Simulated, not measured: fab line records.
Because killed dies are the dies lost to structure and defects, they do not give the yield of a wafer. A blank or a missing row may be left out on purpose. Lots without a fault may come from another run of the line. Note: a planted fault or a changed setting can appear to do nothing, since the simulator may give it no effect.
fab line records	flow gf180mcu
record: lots: 24	wafers: 72	lastDay: 34
route steps=602 shown V3@454 M4@462 V4@494
lots with no fault: from the same line, run without faults
startH: hours from the record's first day to the start of the lot's first wafer shown	waitH: hours from the lot's prior step to this one	" repeats the value in the row above	L1.1+2: several wafers, shown together as one row	- no value, or no start given	* or withheld: withheld	< > ~ a bound
route shown NAME@n: names a module that has steps shown in the file, with the first one's number in the route	usual: mean/standard deviation taken from wafers without a fault	same: alike in all rows	chamber/n: place in a boat	sites: the reading at each site	_std_site: standard deviation across them	_edge_site: mean of outer sites minus mean of inner sites	radiusMm: how far each site lies from the wafer's centre	mask NAME#n: copy n	behind: tool/chamber where the wafer was last shaped	hold: cause of the lot's hold/its duration in hours/its outcome	device: names the non-switching transistor (n, p or np)	end of line: tests of these same wafers at the route's end	a step without rows: its recipe alone	killed: dies lost to structure and defects at the first sort, not the wafer's yield	map: a wafer's dies, marking killed ones x, the rest . and places with no die _
set.NAME: the run value of the setting; set.NAME@STEP: its run value at that earlier step	model.NAME: the simulator's own value behind a step, which no gauge read
a sample of lots followed through the steps of the route, with each step as a table and each wafer as a row
services: when a tool's chamber went out of use (startH, in hours from the record's first day, below 0 if earlier), for how many hours, and the reason
== steps ==
step: GF_V3_THK_MEAS_25
recipe: thkMeasGauge: xrf	reads: W_of_V3_CVD_23
usual: V3_W_THK: 338/6.9
lot.wafer	tool	chamber	startH	waitH	V3_W_THK[nm]
L074.2	filmMetro-01	-	517.03	0.1	339
L074.5	"	-	"	"	339
L074.6	"	-	"	"	332
L075.3	filmMetro-01	-	536.69	0.1	332
L075.4	"	-	"	"	342
L075.6	"	-	"	"	337
L076.1	filmMetro-03	-	539.20	0.1	338
L076.3	"	-	"	"	340
L076.6	"	-	"	"	339
L077.1	filmMetro-04	-	543.01	0.1	331
L077.2	"	-	"	"	329
L077.3	"	-	"	"	329
L078.1	filmMetro-03	-	559.61	0.1	340
L078.2	"	-	"	"	338
L078.3	"	-	"	"	343
L079.1	filmMetro-01	-	568.91	0.1	342
L079.2	"	-	"	"	333
L079.3	"	-	"	"	336
L081.2	filmMetro-01	-	577.77	0.1	338
L081.3	"	-	"	"	342
L081.4	"	-	"	"	342
L080.3	filmMetro-04	-	579.53	0.1	326
L080.4	"	-	"	"	329
L080.6	"	-	"	"	325
L082.1	filmMetro-03	-	586.58	0.1	349
L082.3	"	-	"	"	346
L082.4	"	-	"	"	346
L083.2	filmMetro-03	-	594.28	0.1	344
L083.3	"	-	"	"	344
L083.5	"	-	"	"	346
L084.1	filmMetro-03	-	599.72	0.1	343
L084.2	"	-	"	"	347
L084.3	"	-	"	"	347
L085.3	filmMetro-01	-	605.13	0.1	344
L085.4	"	-	"	"	344
L085.6	"	-	"	"	342
L086.1	filmMetro-04	-	613.60	0.1	333
L086.4	"	-	"	"	335
L086.5	"	-	"	"	334
L087.3	filmMetro-03	-	618.54	0.1	338
L087.4	"	-	"	"	345
L087.6	"	-	"	"	341
L088.3	filmMetro-03	-	630.64	0.1	342
L088.5	"	-	"	"	346
L088.6	"	-	"	"	340
L089.1	filmMetro-01	-	633.95	0.1	328
L089.2	"	-	"	"	330
L089.4	"	-	"	"	332
L090.1	filmMetro-01	-	643.21	0.1	337
L090.3	"	-	"	"	334
L090.4	"	-	"	"	334
L091.1	filmMetro-03	-	651.92	0.1	352
L091.3	"	-	"	"	345
L091.6	"	-	"	"	348
L092.3	filmMetro-04	-	654.17	0.1	334
L092.5	"	-	"	"	334
L092.6	"	-	"	"	326
L093.1	filmMetro-03	-	659.29	0.1	350
L093.5	"	-	"	"	353
L093.6	"	-	"	"	351
L094.1	filmMetro-01	-	668.37	0.1	339
L094.3	"	-	"	"	337
L094.4	"	-	"	"	341
L095.1	filmMetro-03	-	676.77	0.1	341
L095.3	"	-	"	"	337
L095.5	"	-	"	"	341
L096.1	filmMetro-04	-	679.01	0.1	324
L096.2	"	-	"	"	327
L096.4	"	-	"	"	323
L097.3	filmMetro-01	-	684.06	0.1	338
L097.5	"	-	"	"	337
L097.6	"	-	"	"	334
step: GF_M4_THK_MEAS_06
recipe: thkMeasGauge: xrf	reads: AlCu_of_M4_SPUTTER_02
usual: M4_ALCU_THK: 448/5.3
lot.wafer	tool	chamber	startH	waitH	M4_ALCU_THK[nm]
L074.2	filmMetro-03	-	517.73	0.1	443
L074.5	"	-	"	"	449
L074.6	"	-	"	"	444
L075.3	filmMetro-03	-	537.39	0.1	451
L075.4	"	-	"	"	447
L075.6	"	-	"	"	450
L076.1	filmMetro-03	-	539.90	0.1	439
L076.3	"	-	"	"	451
L076.6	"	-	"	"	442
L077.1	filmMetro-04	-	543.71	0.1	450
L077.2	"	-	"	"	453
L077.3	"	-	"	"	439
L078.1	filmMetro-02	-	560.31	0.1	444
L078.2	"	-	"	"	448
L078.3	"	-	"	"	441
L079.1	filmMetro-03	-	569.61	0.1	457
L079.2	"	-	"	"	459
L079.3	"	-	"	"	454
L081.2	filmMetro-03	-	578.47	0.1	444
L081.3	"	-	"	"	445
L081.4	"	-	"	"	444
L080.3	filmMetro-03	-	580.43	0.1	447
L080.4	"	-	"	"	447
L080.6	"	-	"	"	445
L082.1	filmMetro-02	-	587.28	0.1	455
L082.3	"	-	"	"	457
L082.4	"	-	"	"	452
L083.2	filmMetro-03	-	594.98	0.1	443
L083.3	"	-	"	"	442
L083.5	"	-	"	"	436
L084.1	filmMetro-03	-	600.42	0.1	446
L084.2	"	-	"	"	449
L084.3	"	-	"	"	453
L085.3	filmMetro-04	-	605.83	0.1	442
L085.4	"	-	"	"	449
L085.6	"	-	"	"	450
L086.1	filmMetro-03	-	614.46	0.1	444
L086.4	"	-	"	"	449
L086.5	"	-	"	"	447
L087.3	filmMetro-03	-	619.24	0.1	455
L087.4	"	-	"	"	459
L087.6	"	-	"	"	449
L088.3	filmMetro-02	-	631.34	0.1	447
L088.5	"	-	"	"	443
L088.6	"	-	"	"	446
L089.1	filmMetro-04	-	634.65	0.1	444
L089.2	"	-	"	"	447
L089.4	"	-	"	"	445
L090.1	filmMetro-03	-	643.91	0.1	444
L090.3	"	-	"	"	444
L090.4	"	-	"	"	446
L091.1	filmMetro-03	-	652.62	0.1	454
L091.3	"	-	"	"	449
L091.6	"	-	"	"	453
L092.3	filmMetro-03	-	654.87	0.1	463
L092.5	"	-	"	"	456
L092.6	"	-	"	"	453
L093.1	filmMetro-04	-	659.99	0.1	453
L093.5	"	-	"	"	453
L093.6	"	-	"	"	453
L094.1	filmMetro-03	-	669.40	0.1	452
L094.3	"	-	"	"	451
L094.4	"	-	"	"	457
L095.1	filmMetro-02	-	677.47	0.1	446
L095.3	"	-	"	"	454
L095.5	"	-	"	"	455
L096.1	filmMetro-03	-	679.71	0.1	454
L096.2	"	-	"	"	449
L096.4	"	-	"	"	455
L097.3	filmMetro-03	-	684.76	0.1	437
L097.5	"	-	"	"	444
L097.6	"	-	"	"	440
step: GF_M4_CD_MEAS_14
recipe: targetCdNm: 280
usual: cdNm: 280.5/1.1
lot.wafer	tool	chamber	startH	waitH	cdNm
L074.2	cdSem-02	-	540.19	0.1	281.9
L074.5	"	-	"	"	282.3
L074.6	"	-	"	"	280.8
L075.3	cdSem-01	-	559.11	0.1	280.3
L075.4	"	-	"	"	280.3
L075.6	"	-	"	"	280.3
L076.1	cdSem-02	-	561.07	0.1	277.8
L076.3	"	-	"	"	280.8
L076.6	"	-	"	"	278.4
L077.1	cdSem-02	-	565.02	0.1	280.3
L077.2	"	-	"	"	281.6
L077.3	"	-	"	"	279.8
L078.1	cdSem-02	-	581.52	0.1	279.6
L078.2	"	-	"	"	280.2
L078.3	"	-	"	"	279.4
L079.1	cdSem-01	-	590.55	0.1	280.6
L079.2	"	-	"	"	279.7
L079.3	"	-	"	"	281.4
L081.2	cdSem-02	-	599.52	0.1	280.9
L081.3	"	-	"	"	281.1
L081.4	"	-	"	"	280.5
L080.3	cdSem-02	-	600.96	0.1	282.1
L080.4	"	-	"	"	281.6
L080.6	"	-	"	"	282.3
L082.1	cdSem-01	-	607.72	0.1	281.1
L082.3	"	-	"	"	280.9
L082.4	"	-	"	"	280.6
L083.2	cdSem-02	-	614.94	0.1	280.7
L083.3	"	-	"	"	280.9
L083.5	"	-	"	"	282.6
L084.1	cdSem-01	-	621.22	0.1	281.1
L084.2	"	-	"	"	280.8
L084.3	"	-	"	"	280.8
L085.3	cdSem-01	-	625.96	0.1	281.7
L085.4	"	-	"	"	281.1
L085.6	"	-	"	"	281.6
L086.1	cdSem-01	-	634.50	0.1	281.2
L086.4	"	-	"	"	280.0
L086.5	"	-	"	"	280.8
L087.3	cdSem-02	-	639.39	0.1	279.7
L087.4	"	-	"	"	279.8
L087.6	"	-	"	"	279.9
L088.3	cdSem-01	-	651.46	0.1	279.7
L088.5	"	-	"	"	277.9
L088.6	"	-	"	"	279.4
L089.1	cdSem-01	-	653.80	0.1	280.5
L089.2	"	-	"	"	280.3
L089.4	"	-	"	"	280.3
L090.1	cdSem-01	-	663.21	0.1	280.2
L090.3	"	-	"	"	279.9
L090.4	"	-	"	"	280.3
L091.1	cdSem-02	-	671.71	0.1	279.6
L091.3	"	-	"	"	278.2
L091.6	"	-	"	"	280.1
L092.3	cdSem-01	-	673.79	0.1	279.9
L092.5	"	-	"	"	280.9
L092.6	"	-	"	"	281.4
L093.1	cdSem-01	-	679.67	0.1	281.4
L093.5	"	-	"	"	282.2
L093.6	"	-	"	"	282.9
L094.1	cdSem-02	-	688.75	0.1	281.0
L094.3	"	-	"	"	281.4
L094.4	"	-	"	"	281.2
L095.1	cdSem-01	-	695.52	0.1	278.3
L095.3	"	-	"	"	279.0
L095.5	"	-	"	"	279.1
L096.1	cdSem-01	-	698.76	0.1	279.6
L096.2	"	-	"	"	280.6
L096.4	"	-	"	"	279.7
L097.3	cdSem-01	-	703.25	0.1	280.7
L097.5	"	-	"	"	280.2
L097.6	"	-	"	"	283.0
step: GF_V4_STRIP_18
recipe: chemistry: O2/N2	powerW: 1400	pressureMtorr: 1500	platenTempC: 250	o2FlowSccm: 3000	n2FlowSccm: 300	overashFraction: 0.5
usual: drypumpMotorCurrentA: 5.6/0.36	heaterPowerW: 343/34	oesProductAu: 0.593/0.0054
lot.wafer	tool	chamber	startH	waitH	drypumpMotorCurrentA	heaterPowerW	oesProductAu	rfHoursCounterH
L074.2	plasmaAsher-01	0	563.63	-	5.2	365	0.600	78
L074.5	"	0	"	"	5.3	363	0.592	-
L074.6	"	1	"	"	5.4	386	0.596	-
L075.3	plasmaAsher-04	1	582.57	-	5.9	346	0.597	-
L075.4	"	0	"	"	5.9	339	0.586	-
L075.6	"	1	"	"	5.9	350	0.592	-
L076.1	plasmaAsher-01	0	584.45	-	5.2	368	0.598	80
L076.3	"	1	"	"	5.4	376	0.596	-
L076.6	"	0	"	"	5.3	365	0.585	-
L077.1	plasmaAsher-03	1	587.74	-	5.3	307	0.595	16
L077.2	"	0	"	"	6.2	267	0.594	16
L077.3	"	1	"	"	5.2	305	0.601	-
L078.1	plasmaAsher-04	0	604.00	-	6.0	339	0.600	53
L078.2	"	1	"	"	5.9	343	0.595	53
L078.3	"	0	"	"	5.9	344	0.577	-
L079.1	plasmaAsher-01	0	613.18	-	5.2	365	0.593	83
L079.2	"	1	"	"	5.4	371	0.596	83
L079.3	"	1	"	"	5.4	376	0.599	-
L081.2	plasmaAsher-04	0	621.95	-	5.9	344	0.596	55
L081.3	"	1	"	"	5.9	335	0.591	-
L081.4	"	0	"	"	5.9	335	0.598	-
L080.3	plasmaAsher-01	1	623.09	-	5.4	393	0.590	-
L080.4	"	0	"	"	5.2	371	0.594	-
L080.6	"	1	"	"	5.3	381	0.590	-
L082.1	plasmaAsher-03	1	630.37	-	5.3	307	0.597	20
L082.3	"	0	"	"	6.2	266	0.594	-
L082.4	"	1	"	"	5.3	318	0.597	-
L083.2	plasmaAsher-04	0	637.20	-	6.0	341	0.591	57
L083.3	"	1	"	"	5.9	338	0.586	-
L083.5	"	1	"	"	5.9	354	0.586	-
L084.1	plasmaAsher-04	1	643.11	-	5.9	354	0.593	58
L084.2	"	0	"	"	6.0	334	0.586	58
L084.3	"	1	"	"	5.8	347	0.595	-
L085.3	plasmaAsher-01	1	647.33	-	5.4	382	0.590	-
L085.4	"	0	"	"	5.2	367	0.587	-
L085.6	"	1	"	"	5.4	382	0.588	-
L086.1	plasmaAsher-01	0	656.40	-	5.2	372	0.591	88
L086.4	"	0	"	"	5.3	363	0.594	-
L086.5	"	1	"	"	5.4	378	0.606	-
L087.3	plasmaAsher-03	0	660.49	-	6.2	262	0.593	-
L087.4	"	1	"	"	5.3	309	0.598	-
L087.6	"	0	"	"	6.2	265	0.584	-
L088.3	plasmaAsher-03	1	672.08	-	5.3	298	0.593	-
L088.5	"	0	"	"	6.2	263	0.581	-
L088.6	"	1	"	"	5.3	308	0.584	-
L089.1	plasmaAsher-01	1	675.25	-	5.4	387	0.588	90
L089.2	"	0	"	"	5.3	365	0.592	90
L089.4	"	1	"	"	5.3	393	0.591	-
L090.1	plasmaAsher-01	0	685.43	-	5.3	366	0.591	91
L090.3	"	1	"	"	5.4	382	0.596	-
L090.4	"	0	"	"	5.3	369	0.597	-
L091.1	plasmaAsher-04	0	693.33	-	6.0	340	0.602	63
L091.3	"	1	"	"	5.9	345	0.595	-
L091.6	"	0	"	"	6.0	354	0.596	-
L092.3	plasmaAsher-01	1	694.88	-	5.4	381	0.582	-
L092.5	"	0	"	"	5.2	358	0.597	-
L092.6	"	1	"	"	5.3	375	0.598	-
L093.1	plasmaAsher-04	0	700.28	-	6.0	351	0.591	64
L093.5	"	0	"	"	6.0	342	0.599	-
L093.6	"	1	"	"	5.9	350	0.583	-
L094.1	plasmaAsher-03	0	709.19	-	6.2	269	0.588	29
L094.3	"	0	"	"	6.2	264	0.591	-
L094.4	"	1	"	"	5.3	305	0.596	-
L095.1	plasmaAsher-04	1	715.03	-	5.9	348	0.594	66
L095.3	"	1	"	"	5.9	358	0.597	-
L095.5	"	1	"	"	5.9	349	0.595	-
L096.1	plasmaAsher-04	1	718.82	-	5.9	352	0.602	66
L096.2	"	0	"	"	5.9	330	0.608	66
L096.4	"	0	"	"	6.0	341	0.592	-
L097.3	plasmaAsher-04	0	723.07	-	6.0	342	0.599	-
L097.5	"	1	"	"	5.9	345	0.596	-
L097.6	"	0	"	"	6.0	340	0.583	-
step: GF_V4_THK_MEAS_25
recipe: thkMeasGauge: xrf	reads: W_of_V4_CVD_23
usual: V4_W_THK: 336/6.7
lot.wafer	tool	chamber	startH	waitH	V4_W_THK[nm]
L074.2	filmMetro-04	-	564.51	0.1	332
L074.5	"	-	"	"	332
L074.6	"	-	"	"	330
L075.3	filmMetro-04	-	583.42	0.1	323
L075.4	"	-	"	"	327
L075.6	"	-	"	"	331
L076.1	filmMetro-04	-	585.32	0.1	329
L076.3	"	-	"	"	325
L076.6	"	-	"	"	330
L077.1	filmMetro-01	-	588.63	0.1	336
L077.2	"	-	"	"	335
L077.3	"	-	"	"	340
L078.1	filmMetro-02	-	604.88	0.1	335
L078.2	"	-	"	"	346
L078.3	"	-	"	"	339
L079.1	filmMetro-04	-	614.09	0.1	328
L079.2	"	-	"	"	331
L079.3	"	-	"	"	334
L081.2	filmMetro-02	-	622.83	0.1	333
L081.3	"	-	"	"	341
L081.4	"	-	"	"	339
L080.3	filmMetro-01	-	623.94	0.1	339
L080.4	"	-	"	"	338
L080.6	"	-	"	"	335
L082.1	filmMetro-04	-	631.24	0.1	334
L082.3	"	-	"	"	342
L082.4	"	-	"	"	337
L083.2	filmMetro-04	-	638.08	0.1	333
L083.3	"	-	"	"	335
L083.5	"	-	"	"	335
L084.1	filmMetro-04	-	644.00	0.1	335
L084.2	"	-	"	"	337
L084.3	"	-	"	"	338
L085.3	filmMetro-04	-	648.19	0.1	329
L085.4	"	-	"	"	334
L085.6	"	-	"	"	331
L086.1	filmMetro-01	-	657.39	0.1	338
L086.4	"	-	"	"	336
L086.5	"	-	"	"	338
L087.3	filmMetro-02	-	661.37	0.1	338
L087.4	"	-	"	"	333
L087.6	"	-	"	"	339
L088.3	filmMetro-02	-	672.94	0.1	333
L088.5	"	-	"	"	330
L088.6	"	-	"	"	335
L089.1	filmMetro-01	-	676.46	0.1	335
L089.2	"	-	"	"	335
L089.4	"	-	"	"	336
L090.1	filmMetro-04	-	686.30	0.1	332
L090.3	"	-	"	"	329
L090.4	"	-	"	"	331
L091.1	filmMetro-04	-	694.20	0.1	332
L091.3	"	-	"	"	334
L091.6	"	-	"	"	335
L092.3	filmMetro-04	-	695.74	0.1	335
L092.5	"	-	"	"	336
L092.6	"	-	"	"	349
L093.1	filmMetro-01	-	701.18	0.1	349
L093.5	"	-	"	"	348
L093.6	"	-	"	"	338
L094.1	filmMetro-02	-	710.06	0.1	356
L094.3	"	-	"	"	337
L094.4	"	-	"	"	352
L095.1	filmMetro-02	-	715.90	0.1	343
L095.3	"	-	"	"	342
L095.5	"	-	"	"	354
L096.1	filmMetro-04	-	719.73	0.1	352
L096.2	"	-	"	"	337
L096.4	"	-	"	"	350
L097.3	filmMetro-01	-	723.95	0.1	337
L097.5	"	-	"	"	331
L097.6	"	-	"	"	337
step: GF_V4_CMP_26
recipe: stopOn: SiO2	downForcePsi: 3.5	platenRpm: 60	tOverpolishS: 15	targetThkNm: 0	padVelocityMS: 0.94248
usual: motorCurrentA: 11.2/1.3	overpolishRunS: 15.001/0.0095	platenRpm: 60.00/0.041	timeToEndpointS: 86/3.8
lot.wafer	tool	chamber	startH	waitH	motorCurrentA	overpolishRunS	platenRpm	timeToEndpointS
L074.2	cmp-02	3	564.66	0.1	12.7	15.010	60.01	84
L074.6	"	1	"	"	10.0	14.995	60.03	87
L074.5	"	2	"	"	12.0	15.006	60.02	84
L075.4	cmp-01	0	583.46	0.0	10.0	15.002	60.00	82
L075.3	"	1	"	"	9.3	14.990	59.97	78
L075.6	"	1	"	"	9.5	15.005	60.07	79
L076.3	cmp-02	3	585.48	0.1	13.4	14.999	60.02	80
L076.1	"	0	"	"	11.6	14.992	59.96	76
L076.6	"	1	"	"	10.8	14.968	59.93	88
L077.3	cmp-01	3	588.85	0.2	9.8	14.998	59.99	88
L077.2	"	0	"	"	10.9	14.999	60.05	85
L077.1	"	1	"	"	9.5	15.015	59.97	84
L078.3	cmp-02	3	604.99	0.1	13.2	14.994	60.03	82
L078.2	"	0	"	"	11.1	15.004	59.96	81
L078.1	"	1	"	"	10.2	15.010	60.04	84
L079.1	cmp-02	1	614.15	0.1	10.3	15.000	60.05	87
L079.3	"	2	"	"	12.2	15.002	60.04	87
L079.2	"	0	"	"	10.9	15.001	60.03	84
L081.2	cmp-02	0	622.93	0.1	10.5	15.007	60.02	84
L081.4	"	1	"	"	11.1	14.992	60.01	88
L081.3	"	2	"	"	11.1	15.008	60.02	89
L080.3	cmp-01	3	624.03	0.1	9.6	15.001	59.95	84
L080.4	"	0	"	"	9.8	15.007	60.05	82
L080.6	"	3	"	"	9.2	14.998	59.91	83
L082.3	cmp-01	1	631.35	0.1	9.4	15.008	60.01	81
L082.4	"	2	"	"	12.3	15.011	59.96	83
L082.1	"	3	"	"	9.5	14.998	60.03	85
L083.3	cmp-02	0	638.18	0.1	10.7	14.997	59.99	83
L083.2	"	1	"	"	10.6	14.992	60.00	88
L083.5	"	3	"	"	13.6	15.013	60.06	83
L084.1	cmp-02	1	644.06	0.1	10.2	14.995	60.07	87
L084.2	"	3	"	"	12.8	15.000	60.01	83
L084.3	"	0	"	"	10.8	14.995	59.97	79
L085.3	cmp-02	3	648.28	0.1	12.9	15.002	59.97	86
L085.4	"	0	"	"	10.9	15.000	59.93	82
L085.6	"	2	"	"	11.9	14.981	60.03	87
L086.4	cmp-02	0	657.45	0.0	10.7	14.979	60.01	82
L086.1	"	2	"	"	12.0	14.995	59.99	88
L086.5	"	0	"	"	10.7	14.989	59.95	84
L087.4	cmp-02	2	661.46	0.1	11.7	15.024	59.99	88
L087.3	"	0	"	"	10.9	15.013	59.98	85
L087.6	"	2	"	"	12.7	15.000	59.97	88
L088.3	cmp-02	3	673.03	0.1	13.3	15.013	60.07	85
L088.5	"	2	"	"	11.9	14.996	59.97	87
L088.6	"	3	"	"	13.3	15.000	60.02	87
L089.4	cmp-01	3	676.52	0.0	9.3	15.002	59.90	89
L089.1	"	0	"	"	10.5	15.004	60.04	88
L089.2	"	2	"	"	11.8	14.995	60.05	86
L090.1	cmp-02	1	686.53	0.2	10.2	15.001	60.10	91
L090.4	"	2	"	"	11.7	15.010	60.00	87
L090.3	"	3	"	"	13.5	14.983	60.03	88
L091.1	cmp-02	3	695.31	1.1	13.5	15.011	59.96	92
L091.3	"	0	"	"	11.0	15.004	59.99	87
L091.6	"	2	"	"	11.3	15.002	59.98	89
L092.3	cmp-02	1	696.06	0.3	10.1	15.008	60.11	91
L092.6	"	3	"	"	13.0	14.998	60.00	95
L092.5	"	0	"	"	10.7	15.003	60.06	88
L093.1	cmp-02	2	701.61	0.4	11.8	14.996	59.97	91
L093.5	"	3	"	"	13.7	14.988	60.01	91
L093.6	"	0	"	"	10.6	15.012	59.97	79
L094.4	cmp-01	2	710.19	0.1	12.2	14.997	60.08	87
L094.1	"	3	"	"	9.4	15.001	60.00	91
L094.3	"	1	"	"	9.6	14.985	60.07	80
L095.1	cmp-02	1	716.06	0.1	10.8	15.029	60.02	91
L095.3	"	2	"	"	11.7	15.007	59.98	88
L095.5	"	3	"	"	13.4	15.013	60.00	92
L096.4	cmp-01	3	719.79	0.0	9.4	15.009	60.00	92
L096.2	"	1	"	"	9.6	15.005	59.91	88
L096.1	"	2	"	"	11.6	14.998	59.96	93
L097.3	cmp-01	1	724.04	0.1	10.2	15.005	59.97	87
L097.5	"	0	"	"	9.8	15.000	60.00	86
L097.6	"	1	"	"	10.0	15.010	60.04	87
== services ==
tool	chamber	startH	hours	kind
cmp-01	-	541.41	2.5	repair
plasmaAsher-03	-	548.27	8.0	pm
cmp-02	-	557.79	0.7	repair
cmp-01	-	559.43	1.3	repair
cmp-02	-	572.03	4.0	pm
cmp-02	-	576.03	-	consumableReplace:conditioner
cmp-02	-	576.03	-	consumableReplace:pad
cmp-01	-	579.43	2.0	repair
plasmaAsher-03	-	582.19	2.8	pm
cmp-02	-	586.37	3.0	repair
cmp-02	-	590.29	2.0	repair
plasmaAsher-03	-	611.28	8.4	repair
cmp-02	-	618.24	0.7	repair
cmp-02	-	630.40	0.6	repair
cmp-02	-	662.68	7.5	pm
cmp-01	-	679.42	22.4	pm
cmp-02	-	693.27	1.7	repair
cmp-01	-	703.97	3.7	repair
cmp-01	-	713.68	1.0	repair
cmp-01	-	714.66	5.0	pm
cmp-02	-	721.47	3.9	repair
== key ==
fault none
